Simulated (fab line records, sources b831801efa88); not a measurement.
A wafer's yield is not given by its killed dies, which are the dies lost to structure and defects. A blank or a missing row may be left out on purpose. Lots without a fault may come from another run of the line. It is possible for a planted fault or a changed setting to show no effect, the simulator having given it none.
Which tool was responsible?	flow gf180mcu	Sampling: 6 lots, 18 wafers, 3 of 602 route steps

== WHAT THE GAUGES READ, wafer by wafer ==
GF_POLY_GATE_CD_MEAS_10: target cd 280 nm.
lot	measured	on	cd-nm (nm)
L935	day 9 14:58	cd-sem-02	282.6 281.2 282.1
L937	day 10 03:01	cd-sem-02	279.8 280.6 280.1
L942	day 11 18:05	cd-sem-02	279.5 278.3 278.4
L945	day 12 14:51	cd-sem-01	278.9 279.7 279.3
L952	day 15 00:35	cd-sem-02	278.7 278.6 278.5
L956	day 15 20:05	cd-sem-01	280.2 280.9 281.5

== WHAT TOOL EACH LOT RAN ON (gives the tool, then ch and the chambers of the sampled wafers, and finally the start) ==
lot	GF_VT_IMPLANT_STRIP_31	GF_VT_IMPLANT_RTA_45
L935	plasma-asher-03 ch 0,1, day 7 04:39	rtp-anneal-02 ch 0, day 7 20:43
L937	plasma-asher-01 ch 0,1, day 7 17:00	rtp-anneal-01 ch 0, day 8 10:05
L942	plasma-asher-04 ch 0,1, day 9 04:42	rtp-anneal-02 ch 0, day 9 22:52
L945	plasma-asher-01 ch 0,1, day 9 23:56	rtp-anneal-02 ch 0, day 10 18:47
L952	plasma-asher-03 ch 0,1, day 12 02:27	rtp-anneal-02 ch 0, day 12 21:53
L956	plasma-asher-04 ch 0,1, day 12 23:03	rtp-anneal-01 ch 0, day 13 19:47
- GF_VT_IMPLANT_STRIP_31: strips in O2/N2.
- GF_VT_IMPLANT_RTA_45: time 30 s.

== THE ANSWER, worked out from the rows above alone ==
Rule: usual is defined by the lots themselves. Put in order of their means at a reading, lots are off if they are a third of the lots or fewer, leave a main group of 4 or more, and stand apart from it by a gap of 3 or more times the standard deviation of the main group's means; of several such gaps the widest counts. The tables above print the reading to a certain number of digits; a main group whose means all agree to those digits is not used. A lot without any number at a reading at which 4 lots or more have one is off too. Any other lot the step has rows for is counted as sound.
No lot is off on any of the readings shown, so nothing can be concluded from this.

== WHAT WAS PUT IN BY THE SIMULATOR ==
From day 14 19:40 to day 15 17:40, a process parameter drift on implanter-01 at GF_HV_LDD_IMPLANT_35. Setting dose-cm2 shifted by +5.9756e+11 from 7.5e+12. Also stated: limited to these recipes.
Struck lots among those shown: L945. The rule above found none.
